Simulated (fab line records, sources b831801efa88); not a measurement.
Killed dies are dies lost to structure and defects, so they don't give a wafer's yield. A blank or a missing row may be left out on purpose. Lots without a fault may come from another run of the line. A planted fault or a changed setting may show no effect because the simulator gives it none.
A struck lot beside a sound one | flow sky130 | 19 steps out of a route of 708
Sound: wafers L337.1, L337.2, L337.5. Struck: wafers L349.1, L349.5, L349.6. The cause comes at the end.
At each step with rows: each side's tool, then ch and its chambers, then its first start. Under that, the readings that differ: sound wafers | struck wafers | difference of the means | sigmas: that difference in standard deviations of wafers without a fault.
alike: readings whose means differ by less than 2 such deviations, and words and numbers that are the same on both sides. not compared: withheld readings, readings that some wafer has no value for, bounds like >300 that may hide the same value, and numbers for which the record gives no deviation and whose values overlap.
The two part at a step that has a row with sigmas, a row that says differs or no value, or rows on one side only. Numbers that don't overlap but have no deviation are shown without sigmas and don't part them. A reading that every wafer of one side lacks parts them only if that side has two wafers or more.

first, 4 steps without rows for these wafers: SKY_VT_ADJUST_LVTN_SOFTBAKE_14 (time 60 s); SKY_VT_ADJUST_LVTN_EXPOSE_15 (exposes mask HVN STD DERIVED, target cd 600 nm); SKY_VT_ADJUST_LVTN_PEB_16; SKY_VT_ADJUST_LVTN_DEVELOP_17 (develop time 60 s).
SKY_VT_ADJUST_LVTN_OVL_MEAS_18:
  sound on overlay-01, day 8 21:28; struck on overlay-01, day 12 07:44
  reading                    | sound       | struck         | difference | sigmas
  VT_ADJUST_LVTN_01_OVL (nm) | 2.0 1.3 0.2 | -1.7 -1.0 -3.5 | -3.2       | -3
then, 1 step without rows for these wafers: SKY_VT_ADJUST_LVTN_IMPLANT_19.
SKY_VT_ADJUST_LVTN_STRIP_20: strips in O2/N2.
  sound on plasma_asher-03 ch 0,1, day 8 21:39; struck on plasma_asher-04 ch 0,1, day 12 07:55
  alike: drypump_motor_current_A, oes_product_au, strip_time_to_endpoint_s
  not compared: rf_hours_counter_h
SKY_VT_ADJUST_LVTN_TW_MEAS_21:
  sound on film_metro-04, day 8 21:45; struck on film_metro-04, day 12 08:01
  alike: VT_ADJUST_LVTN_2_TW
then, 4 steps without rows for these wafers: SKY_VT_ADJUST_NCORE_DEHYDRATE_00 (time 60 s); SKY_VT_ADJUST_NCORE_HMDS_01 (prime time 60 s); SKY_VT_ADJUST_NCORE_COAT_02 (resist thk 1140 nm); SKY_VT_ADJUST_NCORE_SOFTBAKE_03 (time 60 s).
SKY_VT_ADJUST_NCORE_EXPOSE_04: exposes mask LVTN COMPLEMENT THIN, target cd 380 nm.
  sound on iline_stepper-01 ch 0, day 9 08:36; struck on iline_stepper-01 ch 0, day 12 20:04
  reading                                 | sound                   | struck               | difference | sigmas
  model.VT_ADJUST_NCORE.overlay_x_nm (nm) | -0.3398 -0.3398 -0.3398 | -146.5 -146.5 -146.5 | -146.2     |
  alike: mask
then, 2 steps without rows for these wafers: SKY_VT_ADJUST_NCORE_PEB_05; SKY_VT_ADJUST_NCORE_DEVELOP_06 (develop time 60 s).
SKY_VT_ADJUST_NCORE_CD_MEAS_07: target cd 380 nm.
  sound on cd_sem-01, day 9 18:53; struck on cd_sem-01, day 13 08:11
  alike: cd_nm
SKY_VT_ADJUST_NCORE_OVL_MEAS_08:
  sound on overlay-02, day 9 19:01; struck on overlay-01, day 13 08:19
  reading                  | sound       | struck               | difference | sigmas
  VT_ADJUST_NCORE_OVL (nm) | 0.6 0.1 1.1 | -148.6 -149.3 -148.7 | -149.5     | -99 or more
then, 1 step without rows for these wafers: SKY_VT_ADJUST_NCORE_IMPLANT_09.
-- the record jumps here: 36 days lie between the struck wafers' starts before and after (it left off in module VT_ADJUST_NCORE and takes up again in module PAD_OPEN, whose first step shown is number 708 of the route) --
SKY_PAD_OPEN_PROBE_99:
  sound on prober-02, day 47 08:11; struck on prober-01, day 49 18:10
  reading                                   | sound                | struck               | difference | sigmas
  model.etest.sram_nfet_pass.off_log10_a_um | -12.83 -12.52 -12.46 | -12.12 -12.31 -12.28 | +0.37      |
  model.etest.sram_nfet_pass.vt_sat_v (V)   | 0.577 0.5568 0.5455  | 0.525 0.5338 0.5425  | -0.026     |
  alike: killed_at_M0_to_M3, killed_at_M4_up, killed_at_contacts, killed_at_front_end, killed_at_other, killed_dies, killed_open, killed_short
  not compared: model.etest.sram_nfet_pass.drive_ua_um, model.etest.sram_nfet_pass.vt_v

WHERE THEY PART
First at SKY_VT_ADJUST_LVTN_OVL_MEAS_18; last, within this record, at SKY_VT_ADJUST_NCORE_OVL_MEAS_08. Later steps at which nothing parts them and some readings are alike: SKY_PAD_OPEN_PROBE_99.

WHY: what the simulator had put in
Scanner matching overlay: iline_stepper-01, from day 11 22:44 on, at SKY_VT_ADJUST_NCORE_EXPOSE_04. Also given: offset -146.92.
